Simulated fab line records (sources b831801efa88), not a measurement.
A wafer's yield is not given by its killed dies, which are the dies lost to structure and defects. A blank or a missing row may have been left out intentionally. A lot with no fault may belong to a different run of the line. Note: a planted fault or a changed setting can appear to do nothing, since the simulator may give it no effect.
Problem report, 8D (eight disciplines) form, completed by code || flow sky130 || the parts of the form that need people (team, actions taken, sign-off) are left out

1. THE ISSUE
Mean NWELL_RS at SKY_NWELL_RS_MEAS_29: 647.1 ohm/sq over 6 wafers in 2 lots; fault-free wafers: 625.3 ohm/sq, standard deviation 1.5. Relative to the usual mean, that is a shift of +15 standard deviations.
The step: measures by four-point-probe.
First observed at day 9 21:30: wafer L730.2, on film metro-02. The record has a number at this step for 39 wafers belonging to 13 lots. By rule, "out" or "out of limits" means more than 4 standard deviations away from the usual mean. All remaining wafers that have a number are taken as sound.

2. WHAT IT IS AND WHAT IT IS NOT
{"question": "which readings at this step", "is": "NWELL_RS", "is not": "-"}
{"question": "which lots", "is": "L730, L734", "is not": "L712, L713, L714, L715, L716, L719, L720, L721, L724, L733, L735"}
{"question": "which wafers of those lots", "is": "all that have a number", "is not": "-"}
{"question": "read on which gauges", "is": "film metro-01, film metro-02", "is not": "film metro-03"}
{"question": "when", "is": "from day 9 21:30", "is not": "up to then (27 sound wafers); but 6 sound wafers of L733, L735 came after"}

3. SUSPECTS, AND WHAT RULES EACH OUT
Counting: a tool at any process step up to the reading remains a suspect when it ran all the lots that are out and ran no sound lot after the first of those.
- the gauge at SKY_NWELL_RS_MEAS_29: ruled out. 2 gauges (film metro-01, film metro-02) read the wafers that are out.
- implanter-04 at SKY_NWELL_IMPLANT_13: kept. It ran every lot that is out, first L730 (day 8 23:01), and no sound lot after that; its last sound lot up to then is L721 (day 6 17:48). Its own readings are out on those wafers: dose ions cm2, faraday current uA.
Remaining after the count: implanter-04 at SKY_NWELL_IMPLANT_13.

4. THE CAUSE (what the simulator had put in)
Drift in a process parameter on implanter-04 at SKY_NWELL_IMPLANT_13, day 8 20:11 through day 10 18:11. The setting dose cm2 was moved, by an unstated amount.
This tool alone remained once counting was done.

5. SEQUENCE OF EFFECTS, ordered by route
Each row: a reading whose mean over the struck wafers that have a number lies more than 3 standard deviations from the usual. Only readings for which the record gives a usual standard deviation are gone through. hours: the time from each lot's start at the first step in this table that gives one to its start at this step, as a median over the lots. sigmas: the change in usual standard deviations.
{"hours": 0, "step": "SKY_NWELL_IMPLANT_13", "reading": "dose ions cm2", "usual": 7e+11, "on struck wafers": 7e+10, "change": -6e+11, "sigmas": "-99 or more"}
{"hours": 0, "step": "SKY_NWELL_IMPLANT_13", "reading": "faraday current uA", "usual": 3.95, "on struck wafers": 0.40, "change": -3.55, "sigmas": -46}
{"hours": 23, "step": "SKY_NWELL_RS_MEAS_29", "reading": "NWELL_RS", "usual": "625.3 ohm/sq", "on struck wafers": 647.1, "change": "+21.8", "sigmas": "+15"}
Its process steps:
- SKY_NWELL_IMPLANT_13
Later measuring or inspecting steps at which every struck wafer that the step has a row for has a number for every such reading, and none has moved that far: SKY_LI_CONTACT_BOW_MEAS_03, SKY_LI_CONTACT_OVL_MEAS_13, SKY_LOCAL_INTERCONNECT_RS_MEAS_01.

6. HOW IT WOULD HAVE BEEN CAUGHT EARLIER
25 hours passed between the start of the fault at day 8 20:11 and the first reading out of limits at a measuring or inspecting step in this record, taken at day 9 21:30.
At SKY_NWELL_IMPLANT_13, the tool's own readings (dose ions cm2, faraday current uA) were out on each struck wafer the step has a row for, so an alarm limit on them would have fired on the first such wafer.
Of the lots that are out (2), L734 began SKY_NWELL_IMPLANT_13 on implanter-04 after day 9 21:30. It would have been spared by a hold on the tool at that moment.
